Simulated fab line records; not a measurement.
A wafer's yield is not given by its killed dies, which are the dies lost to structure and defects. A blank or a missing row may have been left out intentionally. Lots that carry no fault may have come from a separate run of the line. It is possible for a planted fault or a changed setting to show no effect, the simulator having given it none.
8D (eight disciplines) problem report, filled in by code / flow sky130 / the parts of the form that need people (team, actions taken, sign-off) are left out

== 1. WHAT WENT WRONG ==
SKY_VIA3_ETCH_14, oes-product-au: mean 0.891 a.u. on 2 wafers (1 lot); fault-free wafers 0.855 a.u., standard deviation 0.0045. Relative to the usual mean, that is a shift of +7.9 standard deviations.
The step: etches BARC in N2/H2, stops on SiO2, time 45.9 s, target depth 60 nm.
First seen on wafer L980.3, day 44 07:36, on rie-diel-01. Wafers with a number at this step in the record: 33, from 11 lots. The rule behind "out" and "out of limits": a value lying over 4 standard deviations away from the usual mean. The rest of the wafers with a number are treated as sound.

== 2. WHAT IT IS, AND WHAT IT ISN'T ==
question=which readings at this step | is=oes-product-au, run-length-s | is not=chamber-pressure-mTorr, n2-flow-sccm, throttle-valve-pct
question=which lots | is=L980 | is not=L965, L966, L969, L970, L971, L972, L973, L974, L984, L986
question=which wafers of those lots | is=L980.3, L980.5 | is not=L980.6
question=read on which tools | is=rie-diel-01 | is not=rie-diel-02, rie-diel-03
question=when | is=from day 44 07:36 | is not=up to then (25 sound wafers); but 6 sound wafers of L984, L986 came after

== 3. THE SUSPECTS, EACH WITH WHAT RULES IT OUT ==
Counting: any tool at a process step up to the reading remains a suspect provided it ran every lot that is out. Sound lots after the first of them don't rule it out here, since some wafers of a struck lot are sound.
- rie-metal-02 at SKY_CAPM_METAL_ETCH_13 (etches TiN in Cl2/BCl3, stops on SiO2, target depth 220 nm, time 62.9 s): kept. It ran the lot that is out, L980 (day 42 08:17); its last sound lot up to then is L972 (day 40 00:11).
- rie-diel-01 at SKY_VIA3_ETCH_14 (etches BARC in N2/H2, stops on SiO2, time 45.9 s, target depth 60 nm): kept. It ran the lot that is out, L980 (day 44 07:36); its last sound lot up to then is L974 (day 43 02:18). On those wafers its own readings are out: oes-product-au, run-length-s.
What counting leaves: rie-metal-02 at SKY_CAPM_METAL_ETCH_13 and rie-diel-01 at SKY_VIA3_ETCH_14.

== 4. THE CAUSE (what the simulator had put in) ==
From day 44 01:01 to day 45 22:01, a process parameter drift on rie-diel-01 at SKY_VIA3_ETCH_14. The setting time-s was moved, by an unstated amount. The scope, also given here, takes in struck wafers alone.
Counting leaves 2 suspects; this tool is one of them.

== 5. THE CHAIN OF EFFECTS, in route order ==
Rows list readings where the struck wafers' mean (over those with a number) sits beyond 3 standard deviations from the usual. Only readings whose record carries a usual standard deviation are examined. hours: median over the lots of the time between each lot's start at the first step of this table that gives one and its start at this step. sigmas: the change, counted in usual standard deviations.
hours=0; step=SKY_VIA3_ETCH_14; reading=oes-product-au; usual=0.855 a.u.; on struck wafers=0.891; change=+0.036; sigmas=+7.9
hours=0; step=SKY_VIA3_ETCH_14; reading=run-length-s; usual=74.3 s; on struck wafers=71.9; change=-2.4; sigmas=-6.7
The process steps in it:
- SKY_VIA3_ETCH_14: etches BARC in N2/H2, stops on SiO2, time 45.9 s, target depth 60 nm.
At these later measuring or inspecting steps, every struck wafer for which the step has a row has a number for every such reading, and none has moved that far: SKY_CAP2M_THK_MEAS_01.

== 6. WHAT WOULD HAVE CAUGHT IT SOONER ==
First out-of-limits reading in this record: day 44 07:36, which is 7 hours after fault onset at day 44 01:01.
